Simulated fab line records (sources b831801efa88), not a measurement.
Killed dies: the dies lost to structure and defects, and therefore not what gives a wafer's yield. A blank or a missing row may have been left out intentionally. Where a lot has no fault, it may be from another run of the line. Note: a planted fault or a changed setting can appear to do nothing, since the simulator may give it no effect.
Comparing a struck lot with a sound one + flow sfq-line + 43 out of 325 route steps
Sound: these wafers, L777.1, L777.2, L777.3. Struck: wafers L783.1, L783.2, L783.5. The cause comes at the end.
Each step with rows lists, per side, the tool, then ch with its chambers, then its first start. Under that, the readings that differ: sound wafers + struck wafers + difference of the means + sigmas: that difference in standard deviations of wafers without a fault.
alike: readings whose means differ by less than 2 such deviations, and words and numbers that are the same on both sides. not compared: withheld readings, readings that some wafer has no value for, bounds like >300 that may hide the same value, and numbers for which the record gives no deviation and whose values overlap.
Wherever a step has rows on one side only, a row that says differs or no value, or a row with sigmas, the two part there. Numbers that have no deviation but don't overlap get no sigmas and don't part them. A reading missing from all wafers of one side parts the sides only when that side holds two or more wafers.

first, 3 steps without rows for these wafers: SFQ_TRILAYER_M5_LITHO_EXPOSE_124 (exposes mask M5, target cd 700 nm); SFQ_TRILAYER_M5_LITHO_PEB_126 (peb time 60 s); SFQ_TRILAYER_M5_LITHO_DEVELOP_125 (time 60 s).
SFQ_M5_OVL_MEAS_932:
  sound: overlay-01 at day 57 07:54; struck: overlay-01 at day 59 06:52
  alike: M5_OVL
then, 7 steps without rows for these wafers: SFQ_TRILAYER_M5_BARC_OPEN_METAL_ETCH_161 (etches BARC in O2, target depth 125 nm, time 41.7 s); SFQ_TRILAYER_M5_ETCH_METAL_ETCH_126 (etches Nb in Cl2/BCl3, stops on SiO2, time 203.2 s, target depth 265 nm); SFQ_TRILAYER_M5_STRIP_STRIP_127 (strips in O2); SFQ_TRILAYER_M5_STRIP_SOLV_CLEAN_128 (cleans in NMP, time 600 s); SFQ_TRILAYER_A5B_DEP_PECVD_129 (deposits SiO2 from SiH4/N2O, time 133.33 s, target thk 600 nm); SFQ_TRILAYER_A5B_CMP_CMP_130 (polishes, stops on Nb, target thk 340.7 nm); SFQ_TRILAYER_A5B_METRO_MEASURE_131.
SFQ_TRILAYER_R5_DEP_SPUTTER_132: material Ti, target thk 5 nm, time 5 s.
  sound: pvd-sputter-06 at day 57 13:15; struck: pvd-sputter-06 at day 59 12:20
  alike: cathode-dc-power-W, throttle-valve-pct
SFQ_TRILAYER_R5_DEP_SPUTTER_133: material MoNx, target thk 40 nm, time 66.7 s.
  sound: pvd-sputter-06 at day 57 13:16; struck: pvd-sputter-06 at day 59 12:22
| reading                                               | sound                | struck               | difference | sigmas      |
|-------------------------------------------------------|----------------------|----------------------|------------|-------------|
| cathode-dc-power-W (W)                                | 999.86 999.92 1000.3 | 969.77 969.53 969.53 | -30.42     | -99 or more |
| model.MoNx_of_TRILAYER_R5_DEP_SPUTTER_133.thk-nm (nm) | 40.49 40.81 39.39    | 38.4 39.08 38.08     | -1.7       |             |
  alike: throttle-valve-pct
then, 1 step without rows for these wafers: SFQ_TRILAYER_R5_DEP_SPUTTER_134 (material Ti, target thk 5 nm, time 5 s).
SFQ_R5_RS_MEAS_933: measurement is done with a four-point probe.
  sound: film-metro-04 at day 57 13:20; struck: film-metro-01 at day 59 12:26
| reading             | sound          | struck         | difference | sigmas |
|---------------------|----------------|----------------|------------|--------|
| R5_MONX_RS (ohm/sq) | 6.99 6.92 7.14 | 7.35 7.19 7.36 | +0.28      | +4     |
SFQ_R5_THK_MEAS_934: measures by xrf.
  sound: film-metro-04 at day 57 13:28; struck: film-metro-01 at day 59 12:33
| reading          | sound          | struck         | difference | sigmas |
|------------------|----------------|----------------|------------|--------|
| R5_MONX_THK (nm) | 39.9 40.4 38.8 | 37.9 38.1 37.4 | -1.9       | -4     |
then, 6 steps without rows for these wafers: SFQ_TRILAYER_R5_LITHO_COAT_141 (resist thk 62 nm); SFQ_TRILAYER_R5_LITHO_COAT_136 (resist thk 600 nm); SFQ_TRILAYER_R5_LITHO_SOFTBAKE_140; SFQ_TRILAYER_R5_LITHO_EXPOSE_137 (exposes mask R5, target cd 500 nm); SFQ_TRILAYER_R5_LITHO_PEB_139 (peb time 60 s); SFQ_TRILAYER_R5_LITHO_DEVELOP_138 (time 60 s).
-- the record jumps here: 5 days lie between the struck wafers' starts before and after --
SFQ_R5_OVL_MEAS_935:
  sound: overlay-01 at day 63 05:19; struck: overlay-02 at day 64 23:19
| reading     | sound   | struck  | difference | sigmas |
|-------------|---------|---------|------------|--------|
| R5_OVL (nm) | 0 -3 -4 | 11 4 10 | +11        | +2     |
SFQ_TRILAYER_R5_BARC_OPEN_METAL_ETCH_177: etches BARC in O2, target depth 125 nm, time 41.7 s.
  sound on rie-metal-01 ch 0,1, day 63 05:22; struck on rie-metal-01 ch 0,1, day 64 23:22
  alike: drypump-motor-current-A, oes-product-au
  not compared: rf-hours-counter-h
SFQ_TRILAYER_R5_ETCH_METAL_ETCH_139: etches the open film in Cl2, stops on SiO2, target depth 60 nm, time 40 s.
  sound on rie-metal-01 ch 0,1, day 63 05:25; struck on rie-metal-01 ch 0,1, day 64 23:25
  alike: drypump-motor-current-A, oes-product-au
  not compared: rf-hours-counter-h
then, 9 steps without rows for these wafers: SFQ_TRILAYER_R5_STRIP_STRIP_140 (strips in O2); SFQ_TRILAYER_R5_STRIP_SOLV_CLEAN_141 (cleans in NMP, time 600 s); SFQ_TRILAYER_A5C_DEP_PECVD_142 (deposits SiO2 from SiH4/N2O, time 15.556 s, target thk 70 nm); SFQ_TRILAYER_I5_LITHO_COAT_149 (resist thk 62 nm); SFQ_TRILAYER_I5_LITHO_COAT_144 (resist thk 650 nm); SFQ_TRILAYER_I5_LITHO_SOFTBAKE_148; SFQ_TRILAYER_I5_LITHO_EXPOSE_145 (exposes mask I5, target cd 700 nm); SFQ_TRILAYER_I5_LITHO_PEB_147 (peb time 60 s); SFQ_TRILAYER_I5_LITHO_DEVELOP_146 (time 60 s).
-- the record jumps here: 5 days lie between the struck wafers' starts before and after --
SFQ_I5_OVL_MEAS_936:
  sound: overlay-01 at day 68 04:20; struck: overlay-01 at day 69 13:56
  alike: I5_OVL
then, 1 step without rows for these wafers: SFQ_TRILAYER_I5_BARC_OPEN_VIA_ETCH_200 (etches BARC in O2, target depth 125 nm, time 41.7 s).
SFQ_TRILAYER_I5_ETCH_VIA_ETCH_147: etches the open film in CHF3, stops on Nb, target depth 360 nm.
  sound on rie-diel-04 ch 1,2,3, day 68 04:25; struck on rie-diel-04 ch 0,1,3, day 69 14:01
  alike: drypump-motor-current-A, oes-product-au
SFQ_TRILAYER_I5_STRIP_STRIP_148: strips in O2.
  sound on rie-metal-02 ch 0,1, day 68 04:34; struck on rie-metal-01 ch 0,1, day 69 14:10
  alike: drypump-motor-current-A, oes-product-au
  not compared: rf-hours-counter-h
then, 4 steps without rows for these wafers: SFQ_TRILAYER_I5_STRIP_SOLV_CLEAN_149 (cleans in NMP, time 600 s); SFQ_TRILAYER_C5_LITHO_COAT_156 (resist thk 62 nm); SFQ_TRILAYER_C5_LITHO_COAT_151 (resist thk 650 nm); SFQ_TRILAYER_C5_LITHO_SOFTBAKE_155.
-- the record jumps here: 22 days lie between the struck wafers' starts before and after --
SFQ_M8_BOW_MEAS_951:
  sound: film-metro-03 at day 90 16:29; struck: film-metro-02 at day 91 06:53
| reading                 | sound             | struck            | difference | sigmas |
|-------------------------|-------------------|-------------------|------------|--------|
| model.etest.r5.ohm-um   | 13.8 13.68 14.21  | 14.61 14.37 14.73 | +0.67      |        |
| model.etest.r5.ohm-sq   | 6.949 6.895 7.144 | 7.329 7.2 7.389   | +0.310     |        |
| model.etest.c5.link-ohm | 7.888 7.84 8.094  | 8.284 8.151 8.339 | +0.317     |        |
  alike: M8_BOW

WHERE THEY PART
At SFQ_TRILAYER_R5_DEP_SPUTTER_133 first; at SFQ_R5_OVL_MEAS_935 last (within this record only). Later steps at which nothing parts them and some readings are alike: SFQ_TRILAYER_R5_BARC_OPEN_METAL_ETCH_177, SFQ_TRILAYER_R5_ETCH_METAL_ETCH_139, SFQ_I5_OVL_MEAS_936, SFQ_TRILAYER_I5_ETCH_VIA_ETCH_147, SFQ_TRILAYER_I5_STRIP_STRIP_148, SFQ_M8_BOW_MEAS_951.

WHY: the cause the simulator had injected
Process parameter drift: pvd-sputter-06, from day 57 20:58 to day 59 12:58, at SFQ_TRILAYER_R5_DEP_SPUTTER_133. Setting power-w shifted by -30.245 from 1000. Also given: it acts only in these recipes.
